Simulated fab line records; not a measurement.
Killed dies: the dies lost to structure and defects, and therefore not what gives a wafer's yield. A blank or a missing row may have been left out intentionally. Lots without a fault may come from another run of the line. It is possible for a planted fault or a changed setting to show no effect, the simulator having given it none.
What tool caused it? / flow gf180mcu / 38 wafers from 13 lots sampled at 5 of the route's 602 steps

== WHAT EACH GAUGE READ, for each wafer ==
GF_STI_THK_MEAS_24.
lot=L855; measured=day 2 04:52; on=film-metro-02; STI_CVD_23_THK (nm)=648 650 651
lot=L857; measured=day 2 13:38; on=film-metro-01; STI_CVD_23_THK (nm)=648 649 650
lot=L858; measured=day 2 18:47; on=film-metro-02; STI_CVD_23_THK (nm)=663 657 658
lot=L859; measured=day 2 23:50; on=film-metro-03; STI_CVD_23_THK (nm)=650 648 652
lot=L862; measured=day 3 16:04; on=film-metro-03; STI_CVD_23_THK (nm)=660 657 657
lot=L865; measured=day 4 11:31; on=film-metro-01; STI_CVD_23_THK (nm)=659 661 661
lot=L866; measured=day 4 14:44; on=film-metro-02; STI_CVD_23_THK (nm)=659 659 659
lot=L867; measured=day 4 18:18; on=film-metro-02; STI_CVD_23_THK (nm)=657 649 661
lot=L873; measured=day 5 23:40; on=film-metro-03; STI_CVD_23_THK (nm)=646 652 662
lot=L874; measured=day 6 05:46; on=film-metro-01; STI_CVD_23_THK (nm)=659 519
lot=L875; measured=day 6 10:41; on=film-metro-01; STI_CVD_23_THK (nm)=511 665 657
lot=L877; measured=day 6 21:28; on=film-metro-02; STI_CVD_23_THK (nm)=660 656 657
lot=L878; measured=day 7 02:53; on=film-metro-02; STI_CVD_23_THK (nm)=661 657 655

GF_MVSD_OVL_MEAS_07.
lot=L855; measured=day 4 10:52; on=overlay-01; MVSD_OVL (nm)=-2.5 -3.4 -1.7
lot=L857; measured=day 4 20:58; on=overlay-01; MVSD_OVL (nm)=-1.3 -3.4 -1.7
lot=L858; measured=day 5 02:53; on=overlay-02; MVSD_OVL (nm)=-0.8 -2.6 -2.4
lot=L859; measured=day 5 08:13; on=overlay-02; MVSD_OVL (nm)=-1.8 -1.1 -1.7
lot=L862; measured=day 6 03:33; on=overlay-01; MVSD_OVL (nm)=-2.5 -3.2 -3.7
lot=L865; measured=day 7 01:50; on=overlay-01; MVSD_OVL (nm)=-3.6 -2.8 -2.1
lot=L866; measured=day 7 03:33; on=overlay-02; MVSD_OVL (nm)=-1.8 0.2 -0.7
lot=L867; measured=day 7 08:53; on=overlay-01; MVSD_OVL (nm)=-0.6 -1.1 0.9
lot=L873; measured=day 8 17:29; on=overlay-01; MVSD_OVL (nm)=-1.4 -3.1 -2.8
lot=L874; measured=day 9 01:25; on=overlay-02; MVSD_OVL (nm)=-2.0 -1.5
lot=L875; measured=day 9 07:41; on=overlay-02; MVSD_OVL (nm)=-1.8 -0.6 -1.0
lot=L877; measured=day 9 19:27; on=overlay-02; MVSD_OVL (nm)=-3.9 -3.3 -4.0
lot=L878; measured=day 10 00:19; on=overlay-01; MVSD_OVL (nm)=-2.4 -1.4 -0.4

GF_MVSD_TW_MEAS_11.
lot=L855; measured=day 4 11:18; on=film-metro-02; MVSD_TW=1577 1576 1585
lot=L857; measured=day 4 21:25; on=film-metro-02; MVSD_TW=1576 1582 1575
lot=L858; measured=day 5 03:19; on=film-metro-04; MVSD_TW=1580 1592 1586
lot=L859; measured=day 5 08:38; on=film-metro-03; MVSD_TW=1587 1582 1586
lot=L862; measured=day 6 03:59; on=film-metro-02; MVSD_TW=1593 1592 1591
lot=L865; measured=day 7 02:17; on=film-metro-04; MVSD_TW=1592 1593 1590
lot=L866; measured=day 7 03:59; on=film-metro-03; MVSD_TW=1580 1587 1577
lot=L867; measured=day 7 09:19; on=film-metro-03; MVSD_TW=1591 1592 1585
lot=L873; measured=day 8 17:55; on=film-metro-03; MVSD_TW=1583 1582 1582
lot=L874; measured=day 9 01:51; on=film-metro-04; MVSD_TW=1588 1594
lot=L875; measured=day 9 08:07; on=film-metro-04; MVSD_TW=1599 1595 1590
lot=L877; measured=day 9 19:53; on=film-metro-04; MVSD_TW=1593 1597 1590
lot=L878; measured=day 10 00:46; on=film-metro-04; MVSD_TW=1597 1599 1597

== TOOL THAT RAN EACH LOT (tool first, then ch and the chambers of the sampled wafers, then the start) ==
lot=L855; GF_STI_CVD_23=hdpcvd-01 ch 0,1,2, day 2 04:47; GF_STI_CMP_25=cmp-02 ch 2,3, day 2 04:55
lot=L857; GF_STI_CVD_23=hdpcvd-02 ch 0,2, day 2 13:34; GF_STI_CMP_25=cmp-01 ch 1,3, day 2 13:42
lot=L858; GF_STI_CVD_23=hdpcvd-01 ch 0,1, day 2 18:41; GF_STI_CMP_25=cmp-01 ch 1,2,3, day 2 18:56
lot=L859; GF_STI_CVD_23=hdpcvd-02 ch 0,2, day 2 23:45; GF_STI_CMP_25=cmp-01 ch 0,1,2, day 2 23:53
lot=L862; GF_STI_CVD_23=hdpcvd-02 ch 0,2, day 3 15:59; GF_STI_CMP_25=cmp-02 ch 1,2,3, day 3 16:13
lot=L865; GF_STI_CVD_23=hdpcvd-01 ch 0,2, day 4 11:26; GF_STI_CMP_25=cmp-01 ch 0,1,2, day 4 11:40
lot=L866; GF_STI_CVD_23=hdpcvd-01 ch 0,1,2, day 4 14:39; GF_STI_CMP_25=cmp-01 ch 0,3, day 4 14:50
lot=L867; GF_STI_CVD_23=hdpcvd-01 ch 1,2, day 4 18:13; GF_STI_CMP_25=cmp-01 ch 2,3, day 4 18:31
lot=L873; GF_STI_CVD_23=hdpcvd-02 ch 0,1, day 5 23:35; GF_STI_CMP_25=cmp-02 ch 0,1,3, day 5 23:43
lot=L874; GF_STI_CVD_23=hdpcvd-01 ch 0,1, day 6 05:40; GF_STI_CMP_25=cmp-02 ch 0,2, day 6 05:52
lot=L875; GF_STI_CVD_23=hdpcvd-01 ch 0,1,2, day 6 10:35; GF_STI_CMP_25=cmp-01 ch 0,1, day 6 10:44
lot=L877; GF_STI_CVD_23=hdpcvd-02 ch 0,1,2, day 6 21:23; GF_STI_CMP_25=cmp-01 ch 1,2,3, day 6 21:31
lot=L878; GF_STI_CVD_23=hdpcvd-02 ch 0,1,2, day 7 02:48; GF_STI_CMP_25=cmp-02 ch 1,2,3, day 7 02:56
- GF_STI_CVD_23: deposits SiO2, target thk 650 nm, time 108.3 s.
- GF_STI_CMP_25: polishes, stops on Si3N4, t overpolish 33 s, target thk 524.6 nm.

== AS READ BY THE TOOLS THEMSELVES (means over the sampled wafers that have a number; for cases with no such wafer, the mark the record gives instead) ==
GF_STI_CMP_25.
lot=L855; tool=cmp-02; head-pressure-psi (psi)=3.998; motor-current-A (A)=11.7; time-to-endpoint-s (s)=122
lot=L857; tool=cmp-01; head-pressure-psi (psi)=4.014; motor-current-A (A)=12.8; time-to-endpoint-s (s)=125
lot=L858; tool=cmp-01; head-pressure-psi (psi)=3.997; motor-current-A (A)=11.8; time-to-endpoint-s (s)=127
lot=L859; tool=cmp-01; head-pressure-psi (psi)=3.994; motor-current-A (A)=12.0; time-to-endpoint-s (s)=129
lot=L862; tool=cmp-02; head-pressure-psi (psi)=4.003; motor-current-A (A)=11.9; time-to-endpoint-s (s)=119
lot=L865; tool=cmp-01; head-pressure-psi (psi)=3.997; motor-current-A (A)=11.7; time-to-endpoint-s (s)=123
lot=L866; tool=cmp-01; head-pressure-psi (psi)=3.997; motor-current-A (A)=12.3; time-to-endpoint-s (s)=129
lot=L867; tool=cmp-01; head-pressure-psi (psi)=4.007; motor-current-A (A)=11.1; time-to-endpoint-s (s)=122
lot=L873; tool=cmp-02; head-pressure-psi (psi)=4.004; motor-current-A (A)=11.3; time-to-endpoint-s (s)=123
lot=L874; tool=cmp-02; head-pressure-psi (psi)=4.000; motor-current-A (A)=12.4; time-to-endpoint-s (s)=114
lot=L875; tool=cmp-01; head-pressure-psi (psi)=3.986; motor-current-A (A)=12.8; time-to-endpoint-s (s)=108
lot=L877; tool=cmp-01; head-pressure-psi (psi)=3.993; motor-current-A (A)=12.2; time-to-endpoint-s (s)=118
lot=L878; tool=cmp-02; head-pressure-psi (psi)=4.002; motor-current-A (A)=12.0; time-to-endpoint-s (s)=126

== THE ANSWER, worked out from the rows above alone ==
Rule: the usual values come from the lots themselves. Put in order of their means at a reading, lots are off if they are a third of the lots or fewer, leave a main group of 4 or more, and stand apart from it by a gap of 3 or more times the standard deviation of the main group's means; of several such gaps the widest counts. A main group is skipped when, at the precision printed for the reading in the tables above, its means are all equal. A lot without any number at a reading at which 4 lots or more have one is off too. All remaining lots with rows at the step are treated as sound. The gauges are gone through in route order, then the tools' own readings, and for those a lot's mean is taken as printed above. The first step at which some lot is off is used, and at that step the reading that is off furthest; a lot without a number counts as furthest.
Off: L874, L875, at GF_STI_THK_MEAS_24 (STI_CVD_23_THK). The main group has a mean of 655 nm with a standard deviation of 4.
If a tool, at a process step before that reading, ran all the lots that are off and no sound lot after the first of them, it fits. Those tools and the gauges at GF_STI_THK_MEAS_24 are tried in the same way. Can't be told from this: 2 tools fit, hdpcvd-01 at GF_STI_CVD_23, film-metro-01 at GF_STI_THK_MEAS_24.

== WHAT THE SIMULATOR PUT IN ==
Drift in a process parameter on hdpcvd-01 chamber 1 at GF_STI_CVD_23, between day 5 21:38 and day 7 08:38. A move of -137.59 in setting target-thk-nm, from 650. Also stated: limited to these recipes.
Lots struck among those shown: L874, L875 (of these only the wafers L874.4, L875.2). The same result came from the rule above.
